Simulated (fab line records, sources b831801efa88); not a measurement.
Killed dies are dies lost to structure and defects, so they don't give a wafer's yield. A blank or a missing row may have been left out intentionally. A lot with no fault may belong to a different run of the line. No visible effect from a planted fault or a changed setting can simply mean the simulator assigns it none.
fab line records ; flow sky130
record lots=12; wafers=36; last_day=50
route steps=708 shown FIELD_ISO@1 VT_ADJUST_LVTN@107 PAD_OPEN@708
lots untouched by any fault: they come from a run of this same line in which no faults occurred
start_h: start of the lot's first displayed wafer, in hours after the record's first day ; wait_h: time in hours since the lot's previous step ; " as in the row above ; L1.1+2: a row that stands for several wafers ; - no value, or no start was given ; * or withheld: withheld ; < > ~ a bound
route shown NAME@n: names a module that has steps shown in the file, with the first one's number in the route ; usual: mean and standard deviation over wafers with no fault ; same: alike in all rows ; chamber/n: place in a boat ; sites: each site's reading ; _std_site: standard deviation of those values ; _edge_site: outer sites' mean less inner sites' ; radius_mm: how far each site lies from the wafer's centre ; mask NAME#n: copy n ; behind: the tool/chamber that last shaped the wafer ; hold: what put the lot on hold/how long, in hours/how the hold closed ; device: which transistor (n, p or np) failed to switch ; end of line: the tests these same wafers got at the end of their route ; a step without rows: its recipe alone ; killed: dies that structure and defects cost at the first sort, which is not the same as the wafer's yield ; map: a wafer's dies, x killed, . not, _ none there
set.NAME: the run value of the setting; set.NAME@STEP: its run value at that earlier step ; model.NAME: the simulator's own value behind a step, which no gauge read
route steps across a sampled set of lots; one table per step, one row per wafer
services: the hour from which a tool's chamber was out of use, counted from the record's first day as start_h (under 0 if before that day), plus the number of hours and why
## steps
# step SKY_FIELD_ISO_BOW_MEAS_00
# recipe mode=bow
# usual INCOMING_BOW=-1/6.7
lot.wafer;tool;chamber;start_h;wait_h;INCOMING_BOW[um]
L965.2;film_metro-02;-;10.02;-;1
L965.5;film_metro-02;-;10.02;-;10
L965.6;film_metro-02;-;10.02;-;-3
L966.2;film_metro-04;-;15.02;-;-3
L966.3;film_metro-04;-;15.02;-;-2
L966.6;film_metro-04;-;15.02;-;3
L967.1;film_metro-01;-;20.00;-;1
L967.3;film_metro-01;-;20.00;-;-3
L967.6;film_metro-01;-;20.00;-;-10
L970.1;film_metro-02;-;35.00;-;5
L970.2;film_metro-02;-;35.00;-;5
L970.4;film_metro-02;-;35.00;-;4
L972.1;film_metro-02;-;45.00;-;5
L972.3;film_metro-02;-;45.00;-;8
L972.4;film_metro-02;-;45.00;-;2
L978.1;film_metro-01;-;75.00;-;2
L978.3;film_metro-01;-;75.00;-;-3
L978.4;film_metro-01;-;75.00;-;-1
L979.3;film_metro-01;-;80.04;-;5
L979.4;film_metro-01;-;80.04;-;-9
L979.5;film_metro-01;-;80.04;-;1
L980.2;film_metro-01;-;85.02;-;1
L980.3;film_metro-01;-;85.02;-;-2
L980.4;film_metro-01;-;85.02;-;-1
L982.4;film_metro-02;-;95.06;-;-7
L982.5;film_metro-02;-;95.06;-;5
L982.6;film_metro-02;-;95.06;-;-7
L984.3;film_metro-04;-;105.04;-;-7
L984.4;film_metro-04;-;105.04;-;0
L984.5;film_metro-04;-;105.04;-;-8
L986.2;film_metro-01;-;115.02;-;2
L986.3;film_metro-01;-;115.02;-;5
L986.6;film_metro-01;-;115.02;-;3
L987.4;film_metro-04;-;120.06;-;-2
L987.5;film_metro-04;-;120.06;-;5
L987.6;film_metro-04;-;120.06;-;-1
# step SKY_FIELD_ISO_ETCH_14
# recipe chemistry=N2/H2; target=BARC; ion_energy_ev=200; source_w=500; bias_w=100; pressure_mtorr=30; n2_flow_sccm=100; h2_flow_sccm=200; stop_on=SiO2; time_s=45.9; target_depth_a=600
# usual drypump_motor_current_A=5.9/0.46; n2_flow_sccm=100.02/0.29; oes_product_au=0.852/0.0048; run_length_s=73.9/0.4; throttle_valve_pct=13.225/0.0092
lot.wafer;tool;chamber;start_h;wait_h;drypump_motor_current_A;n2_flow_sccm;oes_product_au;rf_hours_counter_h;run_length_s;throttle_valve_pct
L965.2;rie_diel-03;0;32.89;0.1;6.4;99.74;0.855;169;73.9;13.221
L965.5;rie_diel-03;1;32.89;0.1;5.1;100.24;0.852;-;73.9;13.228
L965.6;rie_diel-03;2;32.89;0.1;6.3;100.57;0.851;-;73.8;13.221
L966.2;rie_diel-01;0;40.54;0.1;5.7;100.21;0.861;124;74.0;13.207
L966.3;rie_diel-01;3;40.54;0.1;6.1;99.72;0.858;18;74.1;13.211
L966.6;rie_diel-01;3;40.54;0.1;6.1;100.04;0.851;-;74.6;13.224
L967.1;rie_diel-03;1;43.12;0.1;5.1;100.25;0.850;133;74.1;13.223
L967.3;rie_diel-03;3;43.12;0.1;6.4;100.49;0.851;162;73.7;13.221
L967.6;rie_diel-03;1;43.12;0.1;5.1;100.26;0.863;-;73.8;13.217
L970.1;rie_diel-01;1;54.22;0.1;5.4;99.77;0.852;143;73.8;13.200
L970.2;rie_diel-01;2;54.22;0.1;5.9;99.77;0.854;8;73.6;13.234
L970.4;rie_diel-01;0;54.22;0.1;5.7;99.55;0.856;124;74.0;13.211
L972.1;rie_diel-04;3;63.79;0.1;6.5;99.63;0.842;121;73.5;13.220
L972.3;rie_diel-04;0;63.79;0.1;5.1;99.98;0.847;3;73.4;13.232
L972.4;rie_diel-04;1;63.79;0.1;5.9;99.64;0.846;5;75.1;13.221
L978.1;rie_diel-01;2;96.82;0.1;5.9;99.73;0.854;9;73.9;13.228
L978.3;rie_diel-01;3;96.82;0.1;6.1;100.03;0.851;19;74.0;13.233
L978.4;rie_diel-01;1;96.82;0.1;5.4;100.06;0.851;144;73.7;13.221
L979.3;rie_diel-03;0;101.17;0.1;6.4;100.28;0.850;0;74.1;13.218
L979.4;rie_diel-03;3;101.17;0.1;6.4;99.44;0.861;-;73.8;13.212
L979.5;rie_diel-03;1;101.17;0.1;5.0;100.07;0.848;-;74.1;13.235
L980.2;rie_diel-01;3;108.04;0.1;6.0;100.08;0.844;19;74.1;13.213
L980.3;rie_diel-01;1;108.04;0.1;5.4;99.94;0.842;144;73.7;13.226
L980.4;rie_diel-01;2;108.04;0.1;5.9;99.81;0.855;9;74.0;13.224
L982.4;rie_diel-01;2;118.19;0.0;5.9;100.14;0.860;9;73.9;13.223
L982.5;rie_diel-01;0;118.19;0.0;5.7;99.82;0.846;-;74.0;13.223
L982.6;rie_diel-01;3;118.19;0.0;6.0;99.93;0.857;-;73.9;13.222
L984.3;rie_diel-03;1;127.08;0.1;5.0;99.79;0.856;135;73.7;13.208
L984.4;rie_diel-03;2;127.08;0.1;6.2;100.28;0.855;-;73.8;13.235
L984.5;rie_diel-03;0;127.08;0.1;6.4;99.83;0.860;-;74.2;13.229
L986.2;rie_diel-01;0;138.83;0.1;5.7;99.49;0.842;125;73.7;13.225
L986.3;rie_diel-01;1;138.83;0.1;5.5;100.34;0.848;144;74.0;13.222
L986.6;rie_diel-01;2;138.83;0.1;5.9;100.21;0.857;-;73.6;13.238
L987.4;rie_diel-04;0;144.97;0.0;5.1;100.06;0.851;4;73.2;13.217
L987.5;rie_diel-04;2;144.97;0.0;5.8;100.01;0.845;-;74.6;13.232
L987.6;rie_diel-04;3;144.97;0.0;6.5;100.00;0.855;-;73.8;13.228
# step SKY_FIELD_ISO_ETCH_17
# recipe target_depth_a=3420; mask_material=Si3N4; chemistry=HBr/Cl2/O2; target=Si; taper_deg=5; icp_w=600; bias_w=150; pressure_mtorr=15; HBr_flow_sccm=150; Cl2_flow_sccm=40; O2_flow_sccm=6; time_s=97.7
# usual drypump_motor_current_A=5.5/0.51; oes_product_au=1.003/0.0083; run_length_s=126.1/0.43; throttle_valve_pct=25.654/0.011
lot.wafer;tool;chamber;start_h;wait_h;drypump_motor_current_A;oes_product_au;rf_hours_counter_h;run_length_s;throttle_valve_pct
L965.2;rie_si-01;0;33.09;0.1;5.2;1.009;95;125.8;25.635
L965.5;rie_si-01;1;33.09;0.1;5.9;0.993;-;126.9;25.664
L965.6;rie_si-01;0;33.09;0.1;5.2;1.001;-;125.9;25.653
L966.2;rie_si-01;2;40.74;0.1;5.0;0.994;88;126.0;25.658
L966.3;rie_si-01;0;40.74;0.1;5.2;1.012;95;125.7;25.635
L966.6;rie_si-01;1;40.74;0.1;5.9;1.005;-;126.7;25.645
L967.1;rie_si-02;3;43.32;0.1;5.4;0.994;103;125.7;25.667
L967.3;rie_si-02;1;43.32;0.1;6.4;0.989;45;126.6;25.654
L967.6;rie_si-02;1;43.32;0.1;6.4;0.985;-;126.4;25.668
L970.1;rie_si-02;3;54.42;0.1;5.4;1.002;103;125.7;25.646
L970.2;rie_si-02;0;54.42;0.1;6.2;1.006;118;126.2;25.655
L970.4;rie_si-02;2;54.42;0.1;4.9;1.003;21;125.6;25.653
L972.1;rie_si-02;1;63.99;0.1;6.4;1.006;45;126.1;25.660
L972.3;rie_si-02;0;63.99;0.1;6.1;1.009;119;125.8;25.671
L972.4;rie_si-02;2;63.99;0.1;4.9;1.002;22;125.2;25.658
L978.1;rie_si-02;3;97.02;0.1;5.4;1.010;103;125.8;25.630
L978.3;rie_si-02;0;97.02;0.1;6.2;1.007;119;135.5;25.663
L978.4;rie_si-02;1;97.02;0.1;6.4;0.994;45;126.2;25.648
L979.3;rie_si-01;3;101.37;0.0;5.6;0.997;23;126.3;25.657
L979.4;rie_si-01;2;101.37;0.0;5.0;0.987;88;126.0;25.664
L979.5;rie_si-01;1;101.37;0.0;5.9;1.012;-;126.6;25.657
L980.2;rie_si-01;0;108.24;0.1;5.2;1.008;95;125.8;25.666
L980.3;rie_si-01;1;108.24;0.1;5.9;1.011;22;126.7;25.641
L980.4;rie_si-01;2;108.24;0.1;5.0;1.001;88;125.5;25.660
L982.4;rie_si-01;3;118.39;0.0;5.6;1.008;23;126.1;25.658
L982.5;rie_si-01;3;118.39;0.0;5.5;0.990;-;126.4;25.670
L982.6;rie_si-01;2;118.39;0.0;4.9;0.998;-;125.8;25.665
L984.3;rie_si-01;1;127.28;0.0;5.9;1.014;22;126.6;25.647
L984.4;rie_si-01;3;127.28;0.0;5.6;1.003;23;126.6;25.638
L984.5;rie_si-01;3;127.28;0.0;5.6;1.003;-;126.2;25.658
L986.2;rie_si-01;3;139.03;0.1;5.6;1.008;23;126.2;25.675
L986.3;rie_si-01;1;139.03;0.1;5.9;1.008;22;126.8;25.650
L986.6;rie_si-01;2;139.03;0.1;5.0;1.001;-;125.6;25.675
L987.4;rie_si-01;3;145.17;0.0;5.5;1.007;23;126.4;25.656
L987.5;rie_si-01;3;145.17;0.0;5.6;1.007;-;126.1;25.655
L987.6;rie_si-01;0;145.17;0.0;5.2;1.007;-;125.7;25.658
# step SKY_VT_ADJUST_LVTN_TW_MEAS_10
# usual VT_ADJUST_LVTN_TW=243.3/1.8
lot.wafer;tool;chamber;start_h;wait_h;VT_ADJUST_LVTN_TW
L965.2;film_metro-04;-;143.04;0.1;244.9
L965.5;film_metro-04;-;143.04;0.1;244.2
L965.6;film_metro-04;-;143.04;0.1;243.8
L966.2;film_metro-02;-;152.99;0.1;244.5
L966.3;film_metro-02;-;152.99;0.1;245.1
L966.6;film_metro-02;-;152.99;0.1;243.8
L967.1;film_metro-02;-;156.13;0.1;244.1
L967.3;film_metro-02;-;156.13;0.1;246.0
L967.6;film_metro-02;-;156.13;0.1;245.2
L970.1;film_metro-02;-;171.05;0.1;245.2
L970.2;film_metro-02;-;171.05;0.1;244.1
L970.4;film_metro-02;-;171.05;0.1;244.2
L972.1;film_metro-04;-;182.94;0.1;244.5
L972.3;film_metro-04;-;182.94;0.1;245.5
L972.4;film_metro-04;-;182.94;0.1;245.0
L978.1;film_metro-02;-;224.89;0.1;243.3
L978.3;film_metro-02;-;224.89;0.1;242.5
L978.4;film_metro-02;-;224.89;0.1;240.3
L979.3;film_metro-02;-;231.87;0.1;244.0
L979.4;film_metro-02;-;231.87;0.1;243.2
L979.5;film_metro-02;-;231.87;0.1;243.8
L980.2;film_metro-02;-;239.95;0.1;243.3
L980.3;film_metro-02;-;239.95;0.1;242.0
L980.4;film_metro-02;-;239.95;0.1;242.6
L982.4;film_metro-03;-;254.58;0.1;240.0
L982.5;film_metro-03;-;254.58;0.1;238.8
L982.6;film_metro-03;-;254.58;0.1;238.4
L984.3;film_metro-04;-;265.50;0.1;245.8
L984.4;film_metro-04;-;265.50;0.1;244.6
L984.5;film_metro-04;-;265.50;0.1;245.6
L986.2;film_metro-03;-;281.56;0.1;241.4
L986.3;film_metro-03;-;281.56;0.1;241.4
L986.6;film_metro-03;-;281.56;0.1;242.0
L987.4;film_metro-02;-;287.71;0.1;243.6
L987.5;film_metro-02;-;287.71;0.1;243.7
L987.6;film_metro-02;-;287.71;0.1;243.7
# step SKY_PAD_OPEN_PROBE_99
# usual killed_at_M0_to_M3=43/7.7; killed_at_M4_up=3.0/1.7; killed_at_contacts=24/5.2; killed_at_front_end=15/4.5; killed_at_other=0.3/0.5; killed_dies=85/9.5; killed_open=47/6.6; killed_short=38/6.6
# same gross_dies=492; killed_at_back_side=0
lot.wafer;tool;chamber;start_h;wait_h;killed_at_M0_to_M3;killed_at_M4_up;killed_at_contacts;killed_at_front_end;killed_at_other;killed_dies;killed_open;killed_short
L984.3;prober-01;-;1176.39;0.2;36;3;18;17;0;74;34;40
L984.4;prober-01;-;1176.44;0.2;49;4;25;15;0;93;51;42
L984.5;prober-01;-;1176.49;0.2;39;1;22;19;0;81;47;34
# killed by level:class
L984.3 CONTACT:geometric_particle:open=9 VIA1:geometric_particle:open=8 LOCAL_INTERCONNECT:geometric_particle:short=7 METAL1:geometric_particle:short=7 FIELD_ISO:geometric_particle:open=5 VIA2:geometric_particle:open=5 POLY_GATE:geometric_particle:short=4 METAL2:geometric_particle:short=4
L984.4 VIA1:geometric_particle:open=14 CONTACT:geometric_particle:open=9 POLY_GATE:geometric_particle:short=6 VIA2:geometric_particle:open=6 POLY_GATE:geometric_particle:open=5 LI_CONTACT:geometric_particle:open=5 LOCAL_INTERCONNECT:geometric_particle:short=5 METAL1:geometric_particle:short=5
L984.5 CONTACT:geometric_particle:open=9 VIA1:geometric_particle:open=9 POLY_GATE:geometric_particle:open=7 VIA2:geometric_particle:open=6 LI_CONTACT:geometric_particle:open=5 METAL2:geometric_particle:short=5 VIA3:geometric_particle:open=5 CONTACT:geometric_particle:short=4
## services
tool;chamber;start_h;hours;kind
rie_diel-04;-;11.72;15.6;pm
rie_diel-04;-;27.32;28.1;pm
rie_si-01;3;38.58;2.8;repair
rie_diel-01;-;55.18;14.6;pm
rie_diel-03;0;76.57;-;clean
rie_diel-03;0;76.57;15.8;scheduled_down
rie_diel-03;0;76.57;15.8;vent_cycle
rie_diel-04;1;85.68;5.5;repair
rie_diel-03;2;92.35;-;clean
rie_diel-03;2;92.35;12.0;scheduled_down
rie_diel-03;2;92.35;12.0;vent_cycle
rie_diel-03;3;112.09;-;clean
rie_diel-03;3;112.09;21.8;scheduled_down
rie_diel-03;3;112.09;21.8;vent_cycle
rie_diel-04;1;117.21;3.9;repair
rie_diel-01;-;129.13;8.2;repair
rie_si-02;0;129.38;6.1;repair
rie_diel-03;-;134.15;14.6;pm
## key
first_sign step=SKY_FIELD_ISO_ETCH_17; reading=run_length_s; direction=up; sigmas=22; usual=*; struck=*
effect none on later readings
met_at SKY_FIELD_ISO_ETCH_17
struck_lots L978
struck_wafers L978.3
tester_left_out L978
not_acting_at SKY_FIELD_ISO_BOW_MEAS_00,SKY_FIELD_ISO_ETCH_14,SKY_VT_ADJUST_LVTN_TW_MEAS_10
onset_between 63.99 97.02
fault kind=process_parameter_drift; tool=rie_si-02; chamber=0; onset_h=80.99; steps=SKY_FIELD_ISO_ETCH_17; channel=time_s; offset=*; shape=step; end_h=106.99; acts_in=*; stated=*
# tester_left_out: of these lots the tester's yield and bins aren't shown, on N5 and GAA mostly nor the transistor test; their killed dies are dies lost to structure and defects alone, not to doping, threshold or leakage, so they don't give the yield
